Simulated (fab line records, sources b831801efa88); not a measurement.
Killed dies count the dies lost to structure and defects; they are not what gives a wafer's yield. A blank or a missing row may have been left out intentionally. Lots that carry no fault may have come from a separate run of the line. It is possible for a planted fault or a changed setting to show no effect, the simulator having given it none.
Which of the tools did it? :: flow sky130 :: 7 lots, 21 wafers sampled, at 2 steps of a route of 708

WHAT EACH GAUGE READ, for each wafer
SKY_CONTACT_THK_MEAS_01.
lot: L546
measured: day 31 11:20
on: film-metro-03
CONTACT_CVD_00_THK (nm): 75.3 76.1 75.6

lot: L548
measured: day 32 03:05
on: film-metro-01
CONTACT_CVD_00_THK (nm): 74.3 74.0 75.9

lot: L550
measured: day 32 22:31
on: film-metro-03
CONTACT_CVD_00_THK (nm): 71.4 76.2 76.9

lot: L559
measured: day 35 17:16
on: film-metro-03
CONTACT_CVD_00_THK (nm): 75.4 76.0 76.5

lot: L561
measured: day 36 12:38
on: film-metro-03
CONTACT_CVD_00_THK (nm): 74.9 75.1 75.7

lot: L563
measured: day 37 07:15
on: film-metro-04
CONTACT_CVD_00_THK (nm): 75.6 76.4 75.8

lot: L565
measured: day 37 16:53
on: film-metro-04
CONTACT_CVD_00_THK (nm): 75.2 74.6 76.3

WHICH TOOL RAN EACH LOT (tool, then ch and the chambers of the sampled wafers, then the start)
lot: L546
SKY_CONTACT_CVD_00: pecvd-02 ch 0,1,2, day 31 11:17

lot: L548
SKY_CONTACT_CVD_00: pecvd-02 ch 0,1, day 32 03:03

lot: L550
SKY_CONTACT_CVD_00: pecvd-02 ch 0,1,2, day 32 22:29

lot: L559
SKY_CONTACT_CVD_00: pecvd-03 ch 0,2, day 35 17:14

lot: L561
SKY_CONTACT_CVD_00: pecvd-02 ch 0,1,2, day 36 12:35

lot: L563
SKY_CONTACT_CVD_00: pecvd-02 ch 0,1,2, day 37 07:12

lot: L565
SKY_CONTACT_CVD_00: pecvd-03 ch 1,2, day 37 16:50
- SKY_CONTACT_CVD_00: deposits Si3N4, target thk 75 nm.

THE ANSWER, worked out from the rows above alone
Rule: usual is defined by the lots themselves. Put in order of their means at a reading, lots are off if they are a third of the lots or fewer, leave a main group of 4 or more, and stand apart from it by a gap of 3 or more times the standard deviation of the main group's means; of several such gaps the widest counts. Not used: any main group whose means are identical at the precision the tables above print for the reading. A lot without any number at a reading at which 4 lots or more have one is off too. Where the step has rows for the other lots, those lots are counted as sound.
No lot is off at any reading shown: from this, nothing can be told.

WHAT WAS PUT IN BY THE SIMULATOR
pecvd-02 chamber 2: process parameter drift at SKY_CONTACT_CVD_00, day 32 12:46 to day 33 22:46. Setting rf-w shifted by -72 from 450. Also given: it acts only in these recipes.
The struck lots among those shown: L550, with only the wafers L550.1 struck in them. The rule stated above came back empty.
